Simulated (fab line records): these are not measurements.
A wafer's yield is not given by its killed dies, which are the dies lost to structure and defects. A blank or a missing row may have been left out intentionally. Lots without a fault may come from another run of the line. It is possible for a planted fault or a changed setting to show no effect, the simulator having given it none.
Struck lot and sound lot, side by side	flow gf180mcu	19 out of 602 route steps
Sound: wafers L685.2, L685.4, L685.6. The struck wafers were L699.2, L699.5, L699.6. The cause is named last.
Per side, at each step with rows, come the tool, then ch with its chambers, and then its first start. Under that, the readings that differ: sound wafers	struck wafers	difference of the means	sigmas: that difference in standard deviations of wafers without a fault.
alike: same words and numbers on both sides, and readings whose means sit less than 2 such deviations apart. not compared: any withheld reading, any reading some wafer has no value for, any bound like >300 that may hide the same value, and any number with overlapping values for which the record gives no deviation.
The two part at a step that has a row with sigmas, a row that says differs or no value, or rows on one side only. Non-overlapping numbers with no deviation appear without sigmas and do not part them. Lack of a reading on every wafer of one side parts them only where that side has two or more wafers.

first, 1 step without rows for these wafers: GF_STI_OXIDATION_21 (stabilise 600 s, purge 300 s, target thk 15 nm).
GF_STI_THK_MEAS_22:
  sound on filmMetro-03, day 2 20:03; struck on filmMetro-02, day 5 21:27
  alike: STI_OXIDATION_01_THK
then, 1 step without rows for these wafers: GF_STI_CVD_23 (deposits SiO2, target thk 650 nm, time 108.3 s).
GF_STI_THK_MEAS_24:
  sound on filmMetro-01, day 2 20:11; struck on filmMetro-03, day 5 21:35
  alike: STI_CVD_23_THK
GF_STI_CMP_25: polishes, stops on Si3N4, t overpolish 33 s, target thk 524.6 nm.
  sound on cmp-01 ch 1,2, day 2 20:14; struck on cmp-01 ch 1,2, day 6 00:29
  alike: motorCurrentA, overpolishRunS, timeToEndpointS
then, 4 steps without rows for these wafers: GF_STI_WET_ETCH_26 (etches SiO2 in dHF, target depth 94 nm, time 188 s); GF_STI_WET_ETCH_27 (etches Si3N4 in H3PO4, target depth 160 nm, time 1825 s); GF_STI_WET_ETCH_28 (etches SiO2 in dHF, target depth 20 nm, time 40 s); GF_STI_OXIDATION_29 (stabilise 600 s, purge 300 s, target thk 10 nm).
GF_STI_THK_MEAS_30:
  sound on filmMetro-01, day 3 00:20; struck on filmMetro-02, day 6 02:48
  alike: STI_OXIDATION_02_THK
then, 2 steps without rows for these wafers: GF_DNWELL_DEHYDRATE_00 (time 60 s); GF_DNWELL_HMDS_01 (prime time 60 s).
GF_DNWELL_COAT_02: resist thk 3000 nm.
  sound on lithoTrack-03 ch 0, day 3 07:27; struck on lithoTrack-02 ch 0, day 6 10:51
reading	sound	struck	difference	sigmas
spinSpeedRpm (rpm)	1998.4 1998.1 1999.7	2031.7 2031.0 2033.7	+33.4	+28
  alike: chillPlateTempC, dispensePressureKPa
  not compared: model.coat_of_DNWELL_COAT_02.thkNm
then, 3 steps without rows for these wafers: GF_DNWELL_SOFTBAKE_03; GF_DNWELL_EXPOSE_04 (exposes mask DNWELL, target cd 1700 nm); GF_DNWELL_PEB_05.
GF_DNWELL_DEVELOP_06: develop time 60 s.
  sound: lithoTrack-04 ch 0; struck: lithoTrack-04 ch 0
  alike: chillPlateTempC
  not compared: model.coat_of_DNWELL_COAT_02.thkNm
next, for these wafers, 1 step has no rows: GF_DNWELL_IMPLANT_07.
-- the record jumps here: 29 days lie between the struck wafers' starts before and after (it left off in module DNWELL and takes up again in module PASSIVATION, whose first step shown is number 602 of the route) --
GF_PASSIVATION_PROBE_99:
  the record has rows for the struck wafers here (prober-01, day 35 12:56) and none for the sound ones

== WHERE THEY PART ==
Last at GF_PASSIVATION_PROBE_99 as far as this record goes, first at GF_DNWELL_COAT_02.

WHY: what had been put in by the simulator
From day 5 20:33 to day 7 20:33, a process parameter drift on lithoTrack-02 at GF_DNWELL_COAT_02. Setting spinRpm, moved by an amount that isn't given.
